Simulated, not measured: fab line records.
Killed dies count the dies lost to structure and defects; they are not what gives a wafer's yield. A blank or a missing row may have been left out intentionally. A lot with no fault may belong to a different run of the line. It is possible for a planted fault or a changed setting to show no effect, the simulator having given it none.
Chamber matching    flow sfqLine    4 sister chambers for SFQ_TRILAYER_I2_CMP_CMP_064 on cmp-01
The step polishes SiO2. 4 wafers are shown with their chamber, then 8 later ones without.

== EACH WAFER AND ITS CHAMBER ==
wafer   chamber  motorCurrentA (A)
L909.4  2        10.1
L911.1  0        10.0
L911.3  3        9.9
L912.4  1        10.7

== WAFERS WHOSE CHAMBER IS MISSING ==
wafer   motorCurrentA (A)
L912.1  10.1
L912.5  9.9
L914.2  11.0
L914.3  10.1
L914.4  9.3
L916.2  10.2
L916.5  10.0
L916.6  10.0

== THE CHAMBER EACH PASSED THROUGH ==
wafer   from the rows above                in truth
L912.1  can't be placed: 2 or 0 or 3       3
L912.5  can't be placed: 3 or 0 or 2       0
L914.2  1                                  1
L914.3  can't be placed: 2 or 0 or 3       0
L914.4  can't be placed: 3 or 0 or 2       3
L916.2  can't be placed: 2 or 0 or 3 or 1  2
L916.5  can't be placed: 0 or 2 or 3       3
L916.6  can't be placed: 0 or 2 or 3       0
Placed correctly: 1 of 8. Unplaceable from these rows: 7, with the true chamber sitting among the candidates in 7. Number placed wrongly: 0.
How it was worked out, from the rows above alone: a wafer's distance from a chamber is the root of the sum, over the readings, of the square of ((its reading less the chamber's mean) divided by the reading's scatter). The wafer belongs to the nearest chamber; if the next one is less than 2 further off, it can't be placed. The mean given for a chamber averages the wafers shown for that chamber. The scatter: with one shown wafer a chamber, the root of the mean of the squares of how far each hidden wafer lies from its nearest shown one.
